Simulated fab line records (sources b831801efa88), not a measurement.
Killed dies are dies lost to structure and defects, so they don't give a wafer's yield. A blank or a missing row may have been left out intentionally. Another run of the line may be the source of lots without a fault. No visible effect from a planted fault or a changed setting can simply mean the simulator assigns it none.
Chamber matching :: flow sky130 :: SKY_POLY_GATE_ETCH_17 on rie_si-01: 4 sister chambers
The step etches poly-Si in HBr/Cl2, stops on SiO2, target depth 180 nm, time 70.5 s. 8 wafers are shown with their chamber, then 10 later ones without.

== EACH WAFER AND ITS CHAMBER ==
wafer: L078.5
chamber: 1
drypump_motor_current_A (A): 5.9
oes_product_au (a.u.): 0.983

wafer: L085.2
chamber: 1
drypump_motor_current_A (A): 5.9
oes_product_au (a.u.): 1.001

wafer: L087.4
chamber: 3
drypump_motor_current_A (A): 6.0
oes_product_au (a.u.): 0.979

wafer: L089.1
chamber: 0
drypump_motor_current_A (A): 5.1
oes_product_au (a.u.): 0.991

wafer: L089.3
chamber: 3
drypump_motor_current_A (A): 5.9
oes_product_au (a.u.): 0.985

wafer: L089.5
chamber: 2
drypump_motor_current_A (A): 5.8
oes_product_au (a.u.): 0.985

wafer: L090.2
chamber: 2
drypump_motor_current_A (A): 5.7
oes_product_au (a.u.): 0.977

wafer: L090.3
chamber: 0
drypump_motor_current_A (A): 5.1
oes_product_au (a.u.): 0.993

== WAFERS MISSING THEIR CHAMBER ==
wafer: L090.5
drypump_motor_current_A (A): 5.7
oes_product_au (a.u.): 0.988

wafer: L093.4
drypump_motor_current_A (A): 5.9
oes_product_au (a.u.): 1.001

wafer: L093.5
drypump_motor_current_A (A): 5.9
oes_product_au (a.u.): 1.000

wafer: L093.6
drypump_motor_current_A (A): 5.1
oes_product_au (a.u.): 0.988

wafer: L095.1
drypump_motor_current_A (A): 6.0
oes_product_au (a.u.): 0.996

wafer: L095.2
drypump_motor_current_A (A): 5.8
oes_product_au (a.u.): 0.991

wafer: L095.3
drypump_motor_current_A (A): 5.1
oes_product_au (a.u.): 0.989

wafer: L095.4
drypump_motor_current_A (A): 5.9
oes_product_au (a.u.): 0.992

wafer: L095.5
drypump_motor_current_A (A): 6.0
oes_product_au (a.u.): 0.990

wafer: L095.6
drypump_motor_current_A (A): 5.8
oes_product_au (a.u.): 0.988

== THE CHAMBER EACH PASSED THROUGH ==
wafer: L090.5
from the rows above: 2
in truth: 2

wafer: L093.4
from the rows above: can't be placed: 1 or 3
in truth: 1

wafer: L093.5
from the rows above: can't be placed: 1 or 3
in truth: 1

wafer: L093.6
from the rows above: 0
in truth: 0

wafer: L095.1
from the rows above: can't be placed: 1 or 3
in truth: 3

wafer: L095.2
from the rows above: can't be placed: 2 or 1 or 3
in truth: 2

wafer: L095.3
from the rows above: 0
in truth: 0

wafer: L095.4
from the rows above: can't be placed: 1 or 3
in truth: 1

wafer: L095.5
from the rows above: can't be placed: 3 or 1
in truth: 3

wafer: L095.6
from the rows above: can't be placed: 2 or 1 or 3
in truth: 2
Placed correctly: 3 of 10. From these rows, 7 cannot be placed; in 7 the true chamber is one of the candidates. Wrongly placed: 0.
How it was worked out, from the rows above alone: a wafer's distance from a chamber is the root of the sum, over the readings, of the square of ((its reading less the chamber's mean) divided by the reading's scatter). The wafer belongs to the nearest chamber; if the next one is less than 2 further off, it can't be placed. Each chamber's mean is taken over the wafers shown for it. The scatter: the root of (the sum of the squares of (reading less its chamber's mean) over the shown wafers, divided by (wafers less chambers)).
